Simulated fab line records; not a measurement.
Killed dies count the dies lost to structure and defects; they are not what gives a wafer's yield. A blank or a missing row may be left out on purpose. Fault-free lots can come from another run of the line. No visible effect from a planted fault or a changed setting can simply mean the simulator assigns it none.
Chamber matching / flow gf180mcu / 4 sister chambers for GF_V3_CMP_26 on cmp-02
The step polishes, stops on SiO2, t overpolish 15 s, target thk 0 nm. 8 wafers are shown with their chamber, then 12 later ones without.

== WAFERS, EACH WITH ITS CHAMBER ==
wafer=L091.1; chamber=2; motor_current_A (A)=10.6; time_to_endpoint_s (s)=92
wafer=L091.3; chamber=1; motor_current_A (A)=13.3; time_to_endpoint_s (s)=86
wafer=L092.4; chamber=3; motor_current_A (A)=9.9; time_to_endpoint_s (s)=92
wafer=L092.5; chamber=0; motor_current_A (A)=11.4; time_to_endpoint_s (s)=89
wafer=L092.6; chamber=3; motor_current_A (A)=9.4; time_to_endpoint_s (s)=95
wafer=L092.1; chamber=2; motor_current_A (A)=10.9; time_to_endpoint_s (s)=90
wafer=L092.2; chamber=0; motor_current_A (A)=11.0; time_to_endpoint_s (s)=93
wafer=L092.3; chamber=1; motor_current_A (A)=13.6; time_to_endpoint_s (s)=85

== WAFERS WITH NO CHAMBER GIVEN ==
wafer=L093.1; motor_current_A (A)=12.9; time_to_endpoint_s (s)=83
wafer=L093.2; motor_current_A (A)=11.3; time_to_endpoint_s (s)=91
wafer=L093.6; motor_current_A (A)=10.4; time_to_endpoint_s (s)=89
wafer=L095.2; motor_current_A (A)=10.8; time_to_endpoint_s (s)=88
wafer=L095.4; motor_current_A (A)=12.7; time_to_endpoint_s (s)=85
wafer=L095.6; motor_current_A (A)=11.1; time_to_endpoint_s (s)=89
wafer=L096.2; motor_current_A (A)=10.6; time_to_endpoint_s (s)=90
wafer=L096.5; motor_current_A (A)=12.5; time_to_endpoint_s (s)=88
wafer=L096.6; motor_current_A (A)=10.6; time_to_endpoint_s (s)=88
wafer=L097.1; motor_current_A (A)=11.4; time_to_endpoint_s (s)=90
wafer=L097.4; motor_current_A (A)=10.8; time_to_endpoint_s (s)=86
wafer=L097.6; motor_current_A (A)=10.1; time_to_endpoint_s (s)=87

== THE CHAMBER EACH PASSED THROUGH ==
wafer=L093.1; from the rows above=1; in truth=1
wafer=L093.2; from the rows above=can't be placed: 0 or 2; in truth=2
wafer=L093.6; from the rows above=can't be placed: 2 or 0 or 3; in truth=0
wafer=L095.2; from the rows above=can't be placed: 2 or 0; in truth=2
wafer=L095.4; from the rows above=1; in truth=1
wafer=L095.6; from the rows above=can't be placed: 0 or 2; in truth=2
wafer=L096.2; from the rows above=can't be placed: 2 or 0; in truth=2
wafer=L096.5; from the rows above=can't be placed: 1 or 0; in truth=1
wafer=L096.6; from the rows above=can't be placed: 2 or 0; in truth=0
wafer=L097.1; from the rows above=can't be placed: 0 or 2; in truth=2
wafer=L097.4; from the rows above=can't be placed: 2 or 0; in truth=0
wafer=L097.6; from the rows above=can't be placed: 2 or 3 or 0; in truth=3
Correct placement for 2 of the 12. These rows do not allow placing 10 (true chamber among the candidates in 10). Placed wrongly: 0.
How it was worked out, from the rows above alone: a wafer's distance from a chamber is the root of the sum, over the readings, of the square of ((its reading less the chamber's mean) divided by the reading's scatter). If the next closest chamber is less than 2 further off than the closest, the wafer can't be placed; otherwise it belongs to the closest. A chamber's mean is the mean of its shown wafers. The scatter: the root of (the sum of the squares of (reading less its chamber's mean) over the shown wafers, divided by (wafers less chambers)).
